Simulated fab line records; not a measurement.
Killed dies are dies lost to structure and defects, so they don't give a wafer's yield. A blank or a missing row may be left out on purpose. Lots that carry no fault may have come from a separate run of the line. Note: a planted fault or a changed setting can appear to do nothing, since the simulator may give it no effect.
A lot that was struck, set against a sound lot | flow sky130 | 20 out of 708 route steps
Sound: the wafers L918.2, L918.5, L918.6. Struck: wafers L926.2, L926.3, L926.4. At the end, the cause is stated.
Per side, at each step with rows, come the tool, then ch with its chambers, and then its first start. Under that, the readings that differ: sound wafers | struck wafers | difference of the means | sigmas: that difference in standard deviations of wafers without a fault.
alike: words and numbers the same on both sides, and readings whose means are apart by under 2 such deviations; not compared: readings that were withheld, readings missing a value for some wafer, numbers with overlapping values and no deviation given by the record, and bounds like >300 which may hide the same value.
Wherever a step has rows on one side only, a row that says differs or no value, or a row with sigmas, the two part there. When numbers do not overlap yet have no deviation, they are printed without sigmas and do not part them. A reading that every wafer of one side lacks parts them only if that side has two wafers or more.

SKY_POLY_GATE_THK_MEAS_21:
  sound on film-metro-01 at day 19 12:45; struck on film-metro-01 at day 22 05:52
  alike: POLY_GATE_OXIDATION_THK
SKY_POLY_GATE_CD_MEAS_22:
  sound on cd-sem-02 at day 19 12:50; struck on cd-sem-01 at day 22 05:57
  alike: cd-nm
then, 7 steps without rows for these wafers: SKY_LDD_N_DEHYDRATE_00 (time 60 s); SKY_LDD_N_HMDS_01 (prime time 60 s); SKY_LDD_N_COAT_02 (resist thk 300 nm); SKY_LDD_N_SOFTBAKE_03 (time 60 s); SKY_LDD_N_EXPOSE_04 (exposes mask NTM, target cd 840 nm); SKY_LDD_N_PEB_05; SKY_LDD_N_DEVELOP_06 (develop time 60 s).
SKY_LDD_N_OVL_MEAS_07:
  sound on overlay-01 at day 20 19:34; struck on overlay-01 at day 23 12:08
  reading        | sound       | struck        | difference | sigmas
  LDD_N_OVL (nm) | 0.7 1.8 1.7 | 0.5 -1.8 -1.1 | -2.2       | -2
then, 2 steps without rows for these wafers: SKY_LDD_N_IMPLANT_08; SKY_LDD_N_IMPLANT_09.
SKY_LDD_N_IMPLANT_10:
  struck on implanter-02, day 23 12:29; sound on implanter-02 ch 0, day 20 19:55
  no value came back on the struck wafers for beam-energy-keV, beam-on-s (s), implant-ion-amu; on the sound wafers beam-energy-keV reads 19.996 20.003 19.996
then, 5 steps without rows for these wafers: SKY_LDD_N_IMPLANT_11; SKY_LDD_N_IMPLANT_12; SKY_LDD_N_IMPLANT_13; SKY_LDD_N_IMPLANT_14; SKY_LDD_N_IMPLANT_15.
SKY_LDD_N_STRIP_16: strips in O2/N2.
  sound on plasma-asher-04 ch 0,1, day 20 20:47; struck on plasma-asher-02 ch 0,1, day 23 13:22
  reading                      | sound             | struck            | difference | sigmas
  strip-time-to-endpoint-s (s) | 4.288 4.305 4.304 | 4.131 4.129 4.164 | -0.158     | -11
  alike: drypump-motor-current-A, oes-product-au
  not compared: rf-hours-counter-h
SKY_LDD_N_TW_MEAS_17:
  sound on film-metro-03 at day 20 20:54; struck on film-metro-01 at day 23 13:29
  reading  | sound          | struck         | difference | sigmas
  LDD_N_TW | 2599 2590 2583 | 2458 2458 2467 | -130       | -6

== WHERE THEY PART ==
At SKY_LDD_N_OVL_MEAS_07 first; at SKY_LDD_N_TW_MEAS_17 last (within this record only).

WHY: what the simulator had put in
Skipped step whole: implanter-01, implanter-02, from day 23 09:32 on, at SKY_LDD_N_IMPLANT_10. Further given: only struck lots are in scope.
